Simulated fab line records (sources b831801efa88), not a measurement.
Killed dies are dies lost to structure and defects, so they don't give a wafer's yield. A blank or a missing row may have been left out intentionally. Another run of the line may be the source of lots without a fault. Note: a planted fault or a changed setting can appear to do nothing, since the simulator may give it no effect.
Comparing a struck lot with a sound one + flow gf180mcu + 16 steps out of a route of 602
Sound: these wafers, L882.1, L882.4, L882.6. Wafers struck: L896.2, L896.4, L896.6. The cause is named last.
For every step that has rows: the tool of each side, followed by ch and its chambers, followed by its first start. Under that, the readings that differ: sound wafers + struck wafers + difference of the means + sigmas: that difference in standard deviations of wafers without a fault.
alike: readings with means less than 2 such deviations apart, plus words and numbers identical on both sides. not compared: withheld readings, readings lacking a value on some wafer, bounds such as >300 that could conceal the same value, and numbers that have no deviation in the record and whose values overlap.
Wherever a step has rows on one side only, a row that says differs or no value, or a row with sigmas, the two part there. Numbers that have no deviation but don't overlap get no sigmas and don't part them. Lack of a reading on every wafer of one side parts them only where that side has two or more wafers.

GF_HV_LDD_RS_MEAS_53: the measuring method here is four-point-probe.
  sound on film_metro-04, day 13 23:03; struck on film_metro-04, day 18 23:46
  alike: HV_LDD_RS
then, 1 step without rows for these wafers: GF_HV_LDD_CVD_54 (deposits SiO2 from TEOS, target thk 10 nm, time 75 s).
GF_HV_LDD_THK_MEAS_55:
  sound on film_metro-04, day 14 00:11; struck on film_metro-02, day 19 00:54
  alike: HV_LDD_CVD_54_THK
then, 1 step without rows for these wafers: GF_HV_LDD_CVD_56 (deposits Si3N4 from DCS/NH3, target thk 90 nm, time 1543 s).
GF_HV_LDD_THK_MEAS_57:
  sound on film_metro-04, day 14 01:41; struck on film_metro-03, day 19 02:23
  alike: HV_LDD_CVD_56_THK
GF_HV_LDD_ETCHBACK_58: etches Si3N4 in CH3F/O2, stops on SiO2, time 100 s, target depth 90 nm.
  sound on rie_diel-02 ch 2,3, day 14 01:44; struck on rie_diel-02 ch 0,2,3, day 19 02:26
  alike: ch3f_flow_sccm, drypump_motor_current_A, oes_product_au, throttle_valve_pct
  not compared: rf_hours_counter_h
then, 6 steps without rows for these wafers: GF_NSD_DEHYDRATE_00 (time 60 s); GF_NSD_HMDS_01 (prime time 60 s); GF_NSD_COAT_02 (resist thk 1009 nm); GF_NSD_SOFTBAKE_03 (time 60 s); GF_NSD_EXPOSE_04 (exposes mask Nplus, target cd 400 nm); GF_NSD_PEB_05.
GF_NSD_DEVELOP_06: develop time 60 s.
  sound on litho_track-01 ch 0, day 14 22:52; struck on litho_track-04 ch 0, day 20 02:07
  alike: developer_temp_C
GF_NSD_CD_MEAS_07: the cd target is 400 nm.
  sound on cd_sem-02, day 14 23:01; struck on cd_sem-01, day 20 02:16
| reading    | sound             | struck            | difference | sigmas |
|------------|-------------------|-------------------|------------|--------|
| cd_nm (nm) | 399.6 396.7 397.8 | 428.2 430.1 428.8 | +31.0      | +13    |
GF_NSD_OVL_MEAS_08:
  sound on overlay-02, day 14 23:08; struck on overlay-01, day 20 02:22
  alike: NSD_OVL
GF_PASSIVATION_PROBE_99:
  the record holds rows for the sound wafers here (prober-02, day 30 13:10) but none for the struck ones

WHERE THEY PART
First at GF_NSD_CD_MEAS_07; last, within this record, at GF_PASSIVATION_PROBE_99.

WHY: the cause the simulator had injected
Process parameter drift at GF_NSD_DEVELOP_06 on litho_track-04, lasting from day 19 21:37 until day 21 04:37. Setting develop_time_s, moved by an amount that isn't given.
